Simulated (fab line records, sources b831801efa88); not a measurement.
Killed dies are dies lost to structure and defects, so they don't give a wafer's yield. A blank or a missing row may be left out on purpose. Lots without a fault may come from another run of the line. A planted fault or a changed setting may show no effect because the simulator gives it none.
Split-lot experiment | flow sfq_line | 5 lots, 23 wafers read, on a route of 325 steps

THE SPLIT
At SFQ_TRILAYER_L0_DEP_SPUTTER_003 (material MoNx KI, target thk 40 nm, time 100 s), the setting time_s was moved away from the recipe's 100 s on 4 of the 23 wafers read, by -9.5% to -6.9%. The other wafers ran this setting at the recipe's value.

FROM THE SPLIT TO THE READING: what the file shows between them, 1 step
- SFQ_L0_RS_MEAS_901: measures by four-point-probe

THE READING
L0_MONX_KI_THK, in nm, at SFQ_L0_THK_MEAS_902 (measures by xrf). Fault-free wafers of this fab line usually give 40.0 nm, standard deviation 0.56 nm.

wafer  | tool, chamber at the split | time_s as run, s | against the recipe | L0_MONX_KI_THK, nm | against lot-mates on the recipe
L074.1 | pvd_sputter-05, -          | 90.51            | -9.5%              | 35.9               | -4.0
L074.2 | pvd_sputter-05, -          | 100              | recipe             | 39.6               | -
L074.3 | pvd_sputter-05, -          | 90.51            | -9.5%              | 35.5               | -4.4
L074.4 | pvd_sputter-05, -          | 100              | recipe             | 40.0               | -
L074.5 | pvd_sputter-05, -          | 100              | recipe             | 40.1               | -
L075.1 | pvd_sputter-05, -          | 100              | recipe             | 38.9               | -
L075.2 | pvd_sputter-05, -          | 100              | recipe             | 39.4               | -
L075.4 | pvd_sputter-05, -          | 100              | recipe             | 39.0               | -
L079.1 | pvd_sputter-03, -          | 100              | recipe             | 40.5               | -
L079.3 | pvd_sputter-03, -          | 100              | recipe             | 39.4               | -
L079.4 | pvd_sputter-03, -          | 100              | recipe             | 40.2               | -
L079.5 | pvd_sputter-03, -          | 100              | recipe             | 40.3               | -
L079.6 | pvd_sputter-03, -          | 100              | recipe             | 40.1               | -
L081.2 | pvd_sputter-06, -          | 93.08            | -6.9%              | 36.7               | -3.2
L081.3 | pvd_sputter-06, -          | 100              | recipe             | 39.8               | -
L081.4 | pvd_sputter-06, -          | 100              | recipe             | 40.0               | -
L081.5 | pvd_sputter-06, -          | 93.08            | -6.9%              | 37.5               | -2.4
L081.6 | pvd_sputter-06, -          | 100              | recipe             | 39.8               | -
L084.1 | pvd_sputter-06, -          | 100              | recipe             | 40.3               | -
L084.2 | pvd_sputter-06, -          | 100              | recipe             | 39.1               | -
L084.3 | pvd_sputter-06, -          | 100              | recipe             | 39.9               | -
L084.4 | pvd_sputter-06, -          | 100              | recipe             | 40.3               | -
L084.5 | pvd_sputter-06, -          | 100              | recipe             | 39.8               | -

THE FIT
A straight line over all 23 wafers: L0_MONX_KI_THK changes by +0.42 nm for each +1% of time_s; r = +0.95; the points scatter about the line by 0.46 nm.
The same after taking each lot's own level away (the mean of its wafers on the recipe; 23 wafers): +0.428 nm for each +1%; r = +0.97; scatter 0.34 nm.
On that fit, the largest move of time_s shifts the reading by 4.1 nm.
The lots' own levels span 39.10 to 40.10 nm, that is 1.8 times the standard deviation above.
So the lot-to-lot level changes the slope little: the two slopes agree.
Check: with one of the wafers moved furthest among these (-9.5%) left out of the fit, the line predicts -4.09 nm for it against its lot-mates. It came out at -4 nm against them.

THE WHOLE CHAIN: every reading that the file lists as answering this split, in the file's order
step                            | what it does                                   | reading                                                                                        | change (the file's fit)               | r (the file's)
SFQ_TRILAYER_L0_DEP_SPUTTER_003 | material MoNx KI, target thk 40 nm, time 100 s | MoNx_KI_of_TRILAYER_L0_DEP_SPUTTER_003.thk_nm (the simulator's own value, which no gauge read) | +0.442 nm for each +1% of the setting | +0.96
SFQ_L0_RS_MEAS_901              | measures by four-point-probe                   | L0_MONX_KI_RS                                                                                  | -0.517 for each +1% of the setting    | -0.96
SFQ_L0_THK_MEAS_902             | measures by xrf                                | L0_MONX_KI_THK                                                                                 | +0.428 for each +1% of the setting    | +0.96

THE FILE'S OWN FIT
L0_MONX_KI_THK changes by +0.428 nm for each +1% of time_s, r = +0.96.
